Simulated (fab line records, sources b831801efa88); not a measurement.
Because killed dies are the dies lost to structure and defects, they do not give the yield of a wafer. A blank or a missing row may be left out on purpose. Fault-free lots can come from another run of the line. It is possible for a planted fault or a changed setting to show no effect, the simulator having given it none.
A struck lot beside a sound one + flow sky130 + 14 steps out of a route of 708
Sound: the wafers L849.1, L849.4, L849.5. Wafers struck: L838.1, L838.2, L838.6. At the end, the cause is stated.
For every step that has rows: the tool of each side, followed by ch and its chambers, followed by its first start. Under that, the readings that differ: sound wafers + struck wafers + difference of the means + sigmas: that difference in standard deviations of wafers without a fault.
alike: readings whose means differ by less than 2 such deviations, and words and numbers that are the same on both sides. not compared: withheld readings, readings that some wafer has no value for, bounds like >300 that may hide the same value, and numbers for which the record gives no deviation and whose values overlap.
Wherever a step has rows on one side only, a row that says differs or no value, or a row with sigmas, the two part there. Numbers that have no deviation but don't overlap get no sigmas and don't part them. A reading missing from all wafers of one side parts the sides only when that side holds two or more wafers.

SKY_VIA3_OVL_MEAS_13:
  sound on overlay-01 at day 44 20:41; struck on overlay-01 at day 41 23:41
  alike: VIA3_OVL
SKY_VIA3_ETCH_14: etches BARC in N2/H2, stops on SiO2, time 45.9 s, target depth 60 nm.
  sound on rieDiel-04 ch 0,2, day 44 20:43; struck on rieDiel-04 ch 0,1,3, day 41 23:43
  alike: drypumpMotorCurrentA, oesProductAu, throttleValvePct
  not compared: rfHoursCounterH
then, 1 step without rows for these wafers: SKY_VIA3_ETCH_15 (etches SiO2 in C4F8/O2/Ar, stops on TiN, target depth 507 nm, time 78 s).
SKY_VIA3_STRIP_16: strips in O2/N2.
  sound on plasmaAsher-04 ch 0, day 44 20:49; struck on plasmaAsher-03 ch 0,1, day 41 23:49
  alike: drypumpMotorCurrentA, o2FlowSccm, oesProductAu, stripTimeToEndpointS
  not compared: rfHoursCounterH
then, 3 steps without rows for these wafers: SKY_VIA3_STRIP_17 (strips in post etch residue remover, time 1200 s); SKY_VIA3_CLEAN_18 (cleans in IPA, time 180 s); SKY_VIA3_CLEAN_19 (cleans in O3/DIW).
SKY_VIA3_SPUTTER_20: material TiN, target thk 20 nm, time 80 s.
  sound on pvdSputter-03 at day 44 21:25; struck on pvdSputter-01 at day 42 00:25
  alike: cathodeDcPowerW, chamberPressurePa, throttleValvePct
SKY_VIA3_CVD_21: deposits W, target thk 390 nm, time 117.31 s.
  sound on cvdW-01 ch 0, day 44 21:29; struck on cvdW-02 ch 0,1, day 42 00:28
  alike: heaterPowerW
SKY_VIA3_RS_MEAS_22: a four-point-probe measurement.
  sound on filmMetro-01 at day 44 21:36; struck on filmMetro-01 at day 42 00:35
  alike: VIA3_W_RS
SKY_VIA3_THK_MEAS_23: measures by xrf.
  sound on filmMetro-01 at day 44 21:43; struck on filmMetro-01 at day 42 00:43
  alike: VIA3_W_THK
SKY_VIA3_CMP_24: polishes, stops on SiO2, t overpolish 20 s, target thk 0 nm.
  sound on cmp-02 ch 1,2,3, day 44 21:53; struck on cmp-01 ch 0,3, day 42 01:02
| reading             | sound     | struck   | difference | sigmas |
|---------------------|-----------|----------|------------|--------|
| timeToEndpointS (s) | 99 98 102 | 87 86 89 | -12        | -3     |
  alike: motorCurrentA, overpolishRunS
SKY_METAL4_SPUTTER_00: material Ti, target thk 15 nm, time 10 s.
  sound on pvdSputter-01 at day 44 22:05; struck on pvdSputter-04 at day 42 01:20
  no value came back on the struck wafers for cathodeDcPowerW (W), chamberPressurePa (Pa), throttleValvePct (%); on the sound wafers cathodeDcPowerW (W) reads 2999.6 3000.3 2999.3
then, 1 step without rows for these wafers: SKY_METAL4_SPUTTER_01 (material TiN, target thk 20 nm, time 16.7 s).

== WHERE THEY PART ==
At SKY_VIA3_CMP_24 first; at SKY_METAL4_SPUTTER_00 last (within this record only).

WHY: whatever the simulator had introduced
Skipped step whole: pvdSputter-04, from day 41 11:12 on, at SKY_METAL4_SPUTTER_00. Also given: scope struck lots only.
